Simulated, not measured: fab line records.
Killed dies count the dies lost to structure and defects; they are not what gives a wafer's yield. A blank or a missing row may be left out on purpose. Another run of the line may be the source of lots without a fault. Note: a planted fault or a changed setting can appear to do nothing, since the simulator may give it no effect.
fab line records    flow sky130    part 1 of 2: steps 1 to 24 of 34
record lots=5  wafers=15  lastDay=49
route steps=708 shown FIELD_ISO@12 NWELL@32 DNWELL@35 PWDE@45
lots with no fault: from the same line, run without faults
startH: start of the lot's first displayed wafer, in hours after the record's first day    waitH: how many hours have passed since the lot's step before this one    " repeats the value in the row above    L1.1+2: one row covering several wafers at once    - value missing, or start not given    * or withheld: withheld    < > ~ a bound
route shown NAME@n: names a module that has steps shown in the file, with the first one's number in the route    usual: average and standard deviation across the fault-free wafers    same: alike in all rows    chamber/n: place in a boat    sites: readings site by site    _std_site: how widely they spread, as a standard deviation    _edge_site: mean of outer sites minus mean of inner sites    radiusMm: for every site, how far away it sits from the centre of the wafer    mask NAME#n: copy n    behind: the most recent tool/chamber to have shaped the wafer    hold: the reason the lot was held/the length of the hold in hours/how it ended    device: whichever transistor did not switch (one of n, p or np)    end of line: at the end of the route, the tests of the same wafers    a step with no rows: only its recipe    killed: the dies lost at the first sort to structure and to defects; this is not the yield of the wafer    map: shows each die of a wafer: x if killed, . if not, _ if none is there
set.NAME: setting as actually run; set.NAME@STEP: the setting as run at that earlier step    model.NAME: the simulator's own value behind a step, which no gauge read
lots at some steps of the route; a table a step, a row a wafer
services: a tool's chamber out of use, with start hour (startH, from the record's first day; less than 0 if before it), hours out, and reason
## steps
# step SKY_FIELD_ISO_PEB_11
# recipe pebTempC=withheld  pebTimeS=withheld  resist=KrF-thick
# usual chillPlateTempC=*
lot.wafer  tool           chamber  startH  waitH  chillPlateTempC
L083.2     lithoTrack-03  0        -       -      *
L083.3     "              0        "       "      *
L083.4     "              0        "       "      *
L086.1     lithoTrack-02  0        -       -      *
L086.4     "              0        "       "      *
L086.6     "              0        "       "      *
L087.1     lithoTrack-04  0        -       -      *
L087.2     "              0        "       "      *
L087.5     "              0        "       "      *
L091.3     lithoTrack-03  0        -       -      *
L091.4     "              0        "       "      *
L091.6     "              0        "       "      *
L092.3     lithoTrack-04  0        -       -      *
L092.4     "              0        "       "      *
L092.5     "              0        "       "      *
# step SKY_FIELD_ISO_DEVELOP_12
# recipe developTimeS=60  resist=KrF-thick  devTempC=21
# usual chillPlateTempC=23.01/0.12
# same developTimeS=60
lot.wafer  tool           chamber  startH  waitH  chillPlateTempC
L083.2     lithoTrack-03  0        -       -      23.04
L083.3     "              0        "       "      22.86
L083.4     "              0        "       "      23.02
L086.1     lithoTrack-02  0        -       -      23.08
L086.4     "              0        "       "      22.96
L086.6     "              0        "       "      23.08
L087.1     lithoTrack-04  0        -       -      22.90
L087.2     "              0        "       "      22.78
L087.5     "              0        "       "      22.95
L091.3     lithoTrack-03  0        -       -      22.93
L091.4     "              0        "       "      23.02
L091.6     "              0        "       "      23.02
L092.3     lithoTrack-04  0        -       -      22.92
L092.4     "              0        "       "      23.05
L092.5     "              0        "       "      22.85
# step SKY_FIELD_ISO_CD_MEAS_13
# recipe targetCdNm=150
# usual cdNm=149.8/1.4
lot.wafer  tool      chamber  startH  waitH  cdNm
L083.2     cdSem-02  -        75.83   -      148.5
L083.3     "         -        "       "      148.4
L083.4     "         -        "       "      148.2
L086.1     cdSem-01  -        90.26   -      148.8
L086.4     "         -        "       "      150.9
L086.6     "         -        "       "      152.1
L087.1     cdSem-01  -        96.22   -      148.7
L087.2     "         -        "       "      148.2
L087.5     "         -        "       "      148.2
L091.3     cdSem-01  -        117.55  -      149.7
L091.4     "         -        "       "      149.5
L091.6     "         -        "       "      148.6
L092.3     cdSem-01  -        124.56  -      150.0
L092.4     "         -        "       "      150.8
L092.5     "         -        "       "      149.4
# step SKY_FIELD_ISO_ETCH_14
# recipe chemistry=N2/H2  target=BARC  ionEnergyEv=200  sourceW=500  biasW=100  pressureMtorr=30  n2FlowSccm=100  h2FlowSccm=200  stopOn=SiO2  timeS=45.9  targetDepthA=600
# usual biasW=100.00/0.29  chamberPressureMTorr=30.003/0.025  drypumpMotorCurrentA=5.6/0.39  oesProductAu=0.854/0.0043  throttleValvePct=13.225/0.009
lot.wafer  tool        chamber  startH  waitH  biasW   chamberPressureMTorr  drypumpMotorCurrentA  oesProductAu  rfHoursCounterH  throttleValvePct
L083.2     rieDiel-04  2        75.93   0.1    99.94   29.988                5.9                   0.858         75               13.235
L083.3     "           1        "       "      100.34  30.005                5.0                   0.855         61               13.247
L083.4     "           0        "       "      100.53  30.076                5.5                   0.852         4                13.244
L086.1     rieDiel-01  0        90.38   0.1    99.99   29.995                5.8                   0.852         15               13.232
L086.4     "           2        "       "      100.04  30.009                5.4                   0.849         71               13.231
L086.6     "           3        "       "      100.09  30.065                6.1                   0.858         -                13.222
L087.1     rieDiel-04  2        96.34   0.1    99.71   29.994                5.9                   0.856         76               13.214
L087.2     "           3        "       "      100.18  29.966                6.0                   0.849         59               13.222
L087.5     "           2        "       "      99.40   29.967                6.0                   0.854         -                13.221
L091.3     rieDiel-02  2        117.63  0.1    100.00  29.996                5.3                   0.853         151              13.232
L091.4     "           1        "       "      100.15  29.989                5.1                   0.859         86               13.212
L091.6     "           0        "       "      99.65   30.006                5.5                   0.856         -                13.248
L092.3     rieDiel-02  1        124.64  0.1    99.80   30.032                5.1                   0.853         86               13.235
L092.4     "           0        "       "      100.77  30.016                5.5                   0.855         103              13.227
L092.5     "           1        "       "      99.68   29.968                5.1                   0.856         -                13.232
# step SKY_FIELD_ISO_ETCH_15
# recipe chemistry=CHF3/O2  targetDepthNm=180  stopOn=Si  sourceW=600  biasW=200  pressureMtorr=40  chf3FlowSccm=50  O2_flow_sccm=5  timeS=72
# usual biasW=200.0/0.6  chamberPressureMTorr=40.00/0.036  drypumpMotorCurrentA=5.6/0.39  oesProductAu=0.976/0.0065  throttleValvePct=8.853/0.0086
lot.wafer  tool        chamber  startH  waitH  biasW  chamberPressureMTorr  drypumpMotorCurrentA  oesProductAu  rfHoursCounterH  throttleValvePct
L083.2     rieDiel-04  2        75.98   0.0    200.1  39.95                 6.0                   0.988         75               8.849
L083.3     "           1        "       "      200.3  39.97                 5.0                   0.999         61               8.865
L083.4     "           0        "       "      200.7  39.96                 5.5                   0.980         4                8.851
L086.1     rieDiel-01  0        90.42   0.0    199.9  40.04                 5.8                   0.980         16               8.846
L086.4     "           2        "       "      200.1  39.98                 5.3                   0.980         71               8.852
L086.6     "           3        "       "      199.8  39.93                 6.1                   0.985         -                8.859
L087.1     rieDiel-04  2        96.38   0.0    200.8  40.06                 5.9                   0.967         76               8.840
L087.2     "           3        "       "      200.1  40.02                 6.0                   0.976         59               8.847
L087.5     "           2        "       "      200.2  40.02                 6.0                   0.978         -                8.854
L091.3     rieDiel-02  2        117.68  0.0    199.9  40.03                 5.2                   0.982         151              8.847
L091.4     "           1        "       "      199.9  40.01                 5.0                   0.966         86               8.855
L091.6     "           0        "       "      200.3  39.95                 5.5                   0.986         -                8.847
L092.3     rieDiel-02  1        124.68  0.0    200.2  39.97                 5.1                   0.972         86               8.842
L092.4     "           0        "       "      200.7  40.01                 5.5                   0.971         103              8.856
L092.5     "           1        "       "      200.2  40.01                 5.0                   0.980         -                8.849
# step SKY_FIELD_ISO_STRIP_16
# recipe chemistry=O2/N2  powerW=1400  pressureMtorr=1500  platenTempC=withheld  o2FlowSccm=3000  n2FlowSccm=300  overashFraction=0.5
# usual chamberPressureMTorr=1499.8/1.4  drypumpMotorCurrentA=5.9/0.41  oesProductAu=0.378/0.0051  stripTimeToEndpointS=3.56/0.045
lot.wafer  tool            chamber  startH  waitH  chamberPressureMTorr  drypumpMotorCurrentA  oesProductAu  rfHoursCounterH  stripTimeToEndpointS
L083.2     plasmaAsher-04  0        76.03   0.0    1499.1                5.8                   0.383         28               3.56
L083.3     "               1        "       "      1500.0                6.4                   0.375         -                3.53
L083.4     "               0        "       "      1500.5                5.7                   0.375         -                3.64
L086.1     plasmaAsher-03  0        90.48   0.0    1498.5                6.2                   0.376         40               3.57
L086.4     "               0        "       "      1502.5                6.2                   0.375         -                3.51
L086.6     "               1        "       "      1501.7                6.2                   0.374         -                3.56
L087.1     plasmaAsher-03  0        96.44   0.0    1500.4                6.2                   0.371         40               3.60
L087.2     "               1        "       "      1500.8                6.2                   0.380         40               3.61
L087.5     "               1        "       "      1499.6                6.2                   0.381         -                3.57
L091.3     plasmaAsher-04  0        117.77  0.1    1500.1                5.8                   0.373         -                3.50
L091.4     "               1        "       "      1499.2                6.4                   0.381         -                3.50
L091.6     "               0        "       "      1503.6                5.8                   0.379         -                3.61
L092.3     plasmaAsher-04  0        124.77  0.1    1500.6                5.7                   0.384         -                3.50
L092.4     "               1        "       "      1499.8                6.4                   0.380         -                3.62
L092.5     "               1        "       "      1497.7                6.4                   0.373         -                3.50
# step SKY_FIELD_ISO_ETCH_17
# recipe targetDepthA=3420  maskMaterial=Si3N4  chemistry=HBr/Cl2/O2  target=Si  taperDeg=5  icpW=600  biasW=150  pressureMtorr=15  HBr_flow_sccm=150  Cl2_flow_sccm=40  O2_flow_sccm=6  timeS=97.7
# usual biasW=150.0/0.42  chamberPressureMTorr=15.000/0.012  drypumpMotorCurrentA=5.95/0.23  heBacksideLeakSccm=2.77/0.22  mfcCl2Sccm=40.00/0.12  oesProductAu=0.998/0.011  throttleValvePct=25.658/0.012
lot.wafer  tool      chamber  startH  waitH  biasW  chamberPressureMTorr  drypumpMotorCurrentA  heBacksideLeakSccm  mfcCl2Sccm  oesProductAu  rfHoursCounterH  throttleValvePct
L083.2     rieSi-01  0        76.13   0.1    149.6  14.991                5.42                  2.58                40.18       0.994         82               25.662
L083.3     "         2        "       "      150.3  15.000                6.02                  2.64                40.04       1.002         62               25.654
L083.4     "         3        "       "      150.5  15.008                5.67                  2.99                40.02       1.007         2                25.667
L086.1     rieSi-02  1        90.58   0.1    150.2  14.989                6.12                  2.55                39.87       0.992         14               25.680
L086.4     "         0        "       "      149.9  14.991                6.00                  2.90                39.95       1.017         141              25.651
L086.6     "         3        "       "      149.7  14.995                5.85                  2.87                39.85       0.989         -                25.656
L087.1     rieSi-02  0        96.54   0.1    150.3  15.017                6.01                  3.01                39.92       1.022         141              25.647
L087.2     "         1        "       "      150.3  14.979                6.13                  2.41                40.02       0.985         14               25.667
L087.5     "         1        "       "      150.5  15.002                6.12                  3.61                40.05       0.987         -                25.672
L091.3     rieSi-02  0        117.83  0.0    149.6  15.018                6.02                  2.93                39.83       1.018         141              25.658
L091.4     "         3        "       "      150.0  15.023                5.88                  2.93                39.97       0.970         0                25.663
L091.6     "         3        "       "      150.8  14.998                5.85                  3.17                39.99       0.974         -                25.656
L092.3     rieSi-02  3        124.84  0.0    149.6  15.005                5.90                  2.95                40.04       0.990         0                25.648
L092.4     "         2        "       "      149.4  14.979                6.16                  2.81                40.23       1.005         -                25.643
L092.5     "         3        "       "      150.2  15.023                5.89                  3.01                39.92       0.983         -                25.672
# step SKY_FIELD_ISO_WET_ETCH_18
# recipe chemistry=H3PO4  targetDepthNm=25  tempC=160  target=Si3N4  timeS=286
lot.wafer   tool         chamber  startH  waitH
L083.2+3+4  wetBench-04  1        76.20   0.0
L086.1+4+6  wetBench-04  1        90.65   0.0
L087.1+2+5  wetBench-03  2        96.61   0.0
L091.3+4+6  wetBench-04  0        117.90  0.0
L092.3+4+5  wetBench-04  1        124.91  0.0
# step SKY_FIELD_ISO_CLEAN_19
# recipe chemistry=SC1/SC2  mix=1:4:20  tempC=70  timeS=150
lot.wafer   tool         chamber  startH  waitH
L083.2+3+4  wetBench-03  2        76.30   0.0
L086.1+4+6  wetBench-01  0        90.75   0.0
L087.1+2+5  wetBench-01  0        96.70   0.0
L091.3+4+6  wetBench-01  1        117.99  0.0
L092.3+4+5  wetBench-01  0        125.00  0.0
# step SKY_FIELD_ISO_CLEAN_20
# recipe chemistry=dHF  timeS=20  dilution=100:1
lot.wafer   tool         chamber  startH  waitH
L083.2+3+4  wetBench-01  1        76.35   0.0
L086.1+4+6  wetBench-03  3        90.85   0.0
L087.1+2+5  wetBench-04  2        96.80   0.0
L091.3+4+6  wetBench-04  1        118.05  0.0
L092.3+4+5  wetBench-03  1        125.05  0.0
# step SKY_FIELD_ISO_WET_ETCH_21
# recipe chemistry=dHF  dilution=100:1  targetDepthNm=20  dry=ipaMarangoni  target=SiO2  tempC=25  timeS=400
lot.wafer   tool         chamber  startH  waitH
L083.2+3+4  wetBench-04  2        76.38   0.0
L086.1+4+6  wetBench-04  1        90.86   0.0
L087.1+2+5  wetBench-01  1        96.81   0.0
L091.3+4+6  wetBench-03  2        118.06  0.0
L092.3+4+5  wetBench-04  2        125.06  0.0
# step SKY_FIELD_ISO_OXIDATION_22
# recipe tempC=950  ambient=O2  stabiliseS=600  purgeS=300  targetThkA=100  oxTimeS=623
# usual spikeTcBottomC=965/3.8  spikeTcLowerC=951.5/0.94
lot.wafer  tool        chamber  startH  waitH  spikeTcBottomC  spikeTcLowerC
L083.2     furnace-01  0        76.63   0.1    970             951.9
L083.3     "           0        "       "      971             952.1
L083.4     "           0        "       "      969             951.9
L086.1     furnace-01  0        92.00   1.0    970             952.0
L086.4     "           0        "       "      970             951.8
L086.6     "           0        "       "      969             951.3
L087.1     furnace-02  0        98.43   1.4    962             951.2
L087.2     "           0        "       "      963             951.3
L087.5     "           0        "       "      963             953.2
L091.3     furnace-02  0        118.19  0.0    961             951.9
L091.4     "           0        "       "      963             953.1
L091.6     "           0        "       "      962             952.7
L092.3     furnace-01  0        125.18  0.0    971             951.9
L092.4     "           0        "       "      969             951.2
L092.5     "           0        "       "      969             950.0
# step SKY_FIELD_ISO_THK_MEAS_23
# recipe reads=SiO2_of_FIELD_ISO_OXIDATION_22
# usual FIELD_ISO_OXIDATION_01_THK=9.98/0.17
lot.wafer  tool          chamber  startH  waitH  FIELD_ISO_OXIDATION_01_THK[nm]
L083.2     filmMetro-02  -        77.81   0.0    10.11
L083.3     "             -        "       "      10.12
L083.4     "             -        "       "      9.95
L086.1     filmMetro-03  -        93.17   0.0    9.98
L086.4     "             -        "       "      9.92
L086.6     "             -        "       "      9.97
L087.1     filmMetro-01  -        99.60   0.0    9.71
L087.2     "             -        "       "      9.83
L087.5     "             -        "       "      9.56
L091.3     filmMetro-02  -        119.38  0.0    9.70
L091.4     "             -        "       "      9.83
L091.6     "             -        "       "      9.82
L092.3     filmMetro-02  -        126.38  0.0    10.14
L092.4     "             -        "       "      10.06
L092.5     "             -        "       "      9.95
# step SKY_FIELD_ISO_CVD_24
# recipe material=SiO2  targetThkNm=595  tempC=650  sigmaOpenFrac=0.3  timeS=99.2  sih4FlowSccm=60  pressureMtorr=6
# usual pressureMtorr=6.000/0.012
lot.wafer  tool       chamber  startH  waitH  pressureMtorr
L083.2     hdpcvd-02  0        77.86   0.0    5.977
L083.3     "          2        "       "      6.018
L083.4     "          2        "       "      5.993
L086.1     hdpcvd-01  0        93.23   0.1    5.979
L086.4     "          1        "       "      5.997
L086.6     "          2        "       "      6.010
L087.1     hdpcvd-02  2        99.66   0.1    5.991
L087.2     "          1        "       "      6.020
L087.5     "          1        "       "      6.001
L091.3     hdpcvd-02  2        119.42  0.0    5.997
L091.4     "          1        "       "      5.984
L091.6     "          2        "       "      5.989
L092.3     hdpcvd-01  0        126.42  0.0    5.984
L092.4     "          1        "       "      6.005
L092.5     "          2        "       "      5.990
# step SKY_FIELD_ISO_THK_MEAS_25
# recipe reads=SiO2_of_FIELD_ISO_CVD_24
# usual FIELD_ISO_CVD_24_THK=598/6.6
lot.wafer  tool          chamber  startH  waitH  FIELD_ISO_CVD_24_THK[nm]
L083.2     filmMetro-03  -        77.95   0.0    599
L083.3     "             -        "       "      597
L083.4     "             -        "       "      591
L086.1     filmMetro-02  -        93.30   0.0    587
L086.4     "             -        "       "      599
L086.6     "             -        "       "      589
L087.1     filmMetro-02  -        99.73   0.0    601
L087.2     "             -        "       "      609
L087.5     "             -        "       "      608
L091.3     filmMetro-03  -        119.52  0.1    600
L091.4     "             -        "       "      603
L091.6     "             -        "       "      596
L092.3     filmMetro-02  -        126.51  0.1    599
L092.4     "             -        "       "      607
L092.5     "             -        "       "      596
# step SKY_FIELD_ISO_ANNEAL_26
# recipe tempC=1000  timeS=1800  ambient=N2
# usual spikeTcBottomC=1015/3.7  spikeTcLowerC=1001.3/1.1
lot.wafer  tool        chamber  startH  waitH  spikeTcBottomC  spikeTcLowerC
L083.2     furnace-02  0        78.00   0.0    1012            999.5
L083.3     "           0        "       "      1012            1001.3
L083.4     "           0        "       "      1011            1001.9
L086.1     furnace-02  0        95.68   2.4    1011            999.5
L086.4     "           0        "       "      1011            999.6
L086.6     "           0        "       "      1013            1000.9
L087.1     furnace-02  0        99.79   0.1    1013            1001.4
L087.2     "           0        "       "      1012            999.8
L087.5     "           0        "       "      1011            1000.0
L091.3     furnace-02  0        119.56  0.0    1013            1001.3
L091.4     "           0        "       "      1011            1001.6
L091.6     "           0        "       "      1011            1000.0
L092.3     furnace-01  0        126.55  0.0    1018            1001.7
L092.4     "           0        "       "      1017            1002.0
L092.5     "           0        "       "      1019            1002.5
# step SKY_FIELD_ISO_CMP_27
# recipe stopOn=Si3N4  tOverpolishS=16  downForcePsi=4  platenRpm=60  targetThkNm=457.8  padVelocityMS=0.94248
# usual motorCurrentA=12.7/1.5  overpolishRunS=16.000/0.0099  retainingRingPressureFrac=1.001/0.0052  timeToEndpointS=109/4.5
lot.wafer  tool    chamber  startH  waitH  motorCurrentA  overpolishRunS  retainingRingPressureFrac  timeToEndpointS
L083.4     cmp-02  0        79.50   0.0    12.7           15.993          1.007                      111
L083.2     "       1        "       "      11.8           15.995          0.997                      108
L083.3     "       3        "       "      12.2           16.017          0.999                      103
L086.4     cmp-01  0        97.26   0.1    11.5           16.012          1.005                      103
L086.1     "       1        "       "      11.6           15.997          1.004                      106
L086.6     "       1        "       "      11.9           15.975          0.997                      107
L087.2     cmp-01  1        101.29  0.0    12.0           16.013          1.001                      106
L087.1     "       3        "       "      15.9           15.989          0.997                      115
L087.5     "       1        "       "      11.3           15.996          1.004                      112
L091.3     cmp-02  2        121.06  0.0    13.5           16.013          1.008                      111
L091.4     "       1        "       "      12.6           15.992          1.004                      104
L091.6     "       3        "       "      13.0           16.005          1.008                      103
L092.3     cmp-01  3        128.05  0.0    16.0           15.994          1.002                      114
L092.4     "       1        "       "      11.8           15.997          1.000                      110
L092.5     "       0        "       "      12.1           16.002          1.003                      100
# step SKY_FIELD_ISO_WET_ETCH_28
# recipe chemistry=dHF  targetDepthNm=23.7  target=SiO2  dilution=10:1  tempC=25  timeS=47
lot.wafer   tool         chamber  startH  waitH
L083.2+3+4  wetBench-01  3        79.80   0.2
L086.1+4+6  wetBench-04  2        97.56   0.2
L087.1+2+5  wetBench-01  1        101.59  0.1
L091.3+4+6  wetBench-01  1        121.36  0.2
L092.3+4+5  wetBench-01  0        128.35  0.2
# step SKY_FIELD_ISO_WET_ETCH_29
# recipe chemistry=H3PO4  targetDepthNm=160  target=Si3N4  tempC=160  timeS=1825
lot.wafer   tool         chamber  startH  waitH
L083.2+3+4  wetBench-03  0        79.84   0.0
L086.1+4+6  wetBench-01  1        97.58   0.0
L087.1+2+5  wetBench-01  1        101.61  0.0
L091.3+4+6  wetBench-04  3        121.38  0.0
L092.3+4+5  wetBench-03  0        128.37  0.0
# step SKY_FIELD_ISO_WET_ETCH_30
# recipe chemistry=dHF  targetDepthNm=25  target=SiO2  dilution=10:1  tempC=25  timeS=50
lot.wafer   tool         chamber  startH  waitH
L083.2+3+4  wetBench-01  3        80.35   0.0
L086.1+4+6  wetBench-03  3        98.61   0.0
L087.1+2+5  wetBench-04  3        102.13  0.0
L091.3+4+6  wetBench-01  1        121.89  0.0
L092.3+4+5  wetBench-04  1        128.93  0.0
# step SKY_NWELL_CLEAN_00
# recipe chemistry=SC1/SC2  mix=1:4:20  tempC=70  timeS=150  dry=n2Spin
lot.wafer   tool         chamber  startH  waitH
L083.2+3+4  wetBench-04  1        80.40   0.0
L086.1+4+6  wetBench-01  3        98.63   0.0
L087.1+2+5  wetBench-03  3        102.15  0.0
L091.3+4+6  wetBench-04  2        121.91  0.0
L092.3+4+5  wetBench-03  3        128.95  0.0
# step SKY_NWELL_OXIDATION_01
# recipe tempC=900  ambient=O2  stabiliseS=600  purgeS=300  targetThkA=100  oxTimeS=1418
# usual spikeTcBottomC=915/3.9  spikeTcLowerC=901.5/1.1
lot.wafer  tool        chamber  startH  waitH  spikeTcBottomC  spikeTcLowerC
L083.2     furnace-02  0        81.47   1.0    913             903.3
L083.3     "           0        "       "      911             900.7
L083.4     "           0        "       "      911             902.4
L086.1     furnace-01  0        98.68   0.0    920             901.9
L086.4     "           0        "       "      920             901.8
L086.6     "           0        "       "      919             900.3
L087.1     furnace-01  0        102.20  0.0    920             904.2
L087.2     "           0        "       "      921             901.7
L087.5     "           0        "       "      919             903.0
L091.3     furnace-02  0        122.46  0.5    913             900.8
L091.4     "           0        "       "      911             901.1
L091.6     "           0        "       "      912             900.0
L092.3     furnace-01  0        129.30  0.3    919             903.6
L092.4     "           0        "       "      919             901.4
L092.5     "           0        "       "      922             900.6
# step SKY_NWELL_THK_MEAS_02
# recipe reads=SiO2_of_NWELL_OXIDATION_01
# usual NWELL_OXIDATION_THK=10.03/0.18
lot.wafer  tool          chamber  startH  waitH  NWELL_OXIDATION_THK[nm]
L083.2     filmMetro-01  -        82.88   0.0    9.96
L083.3     "             -        "       "      9.97
L083.4     "             -        "       "      9.84
L086.1     filmMetro-03  -        100.07  0.0    10.17
L086.4     "             -        "       "      10.21
L086.6     "             -        "       "      10.20
L087.1     filmMetro-04  -        103.60  0.0    10.07
L087.2     "             -        "       "      9.84
L087.5     "             -        "       "      9.91
L091.3     filmMetro-03  -        123.88  0.0    9.71
L091.4     "             -        "       "      9.90
L091.6     "             -        "       "      9.79
L092.3     filmMetro-01  -        130.71  0.0    9.96
L092.4     "             -        "       "      9.90
L092.5     "             -        "       "      9.77
# step SKY_DNWELL_DEHYDRATE_00
# recipe tempC=200  timeS=60
# usual chillPlateTempC=22.99/0.1
lot.wafer  tool           chamber  startH  waitH  chillPlateTempC
L083.2     lithoTrack-04  0        90.50   7.6    23.01
L083.3     "              0        "       "      23.07
L083.4     "              0        "       "      22.91
L086.1     lithoTrack-04  0        108.47  8.4    22.87
L086.4     "              0        "       "      23.08
L086.6     "              0        "       "      22.99
L087.1     lithoTrack-03  0        112.01  8.4    22.90
L087.2     "              0        "       "      23.04
L087.5     "              0        "       "      22.90
L091.3     lithoTrack-01  0        133.42  9.5    22.91
L091.4     "              0        "       "      23.04
L091.6     "              0        "       "      22.97
L092.3     lithoTrack-04  0        139.97  9.3    23.03
L092.4     "              0        "       "      23.03
L092.5     "              0        "       "      23.02
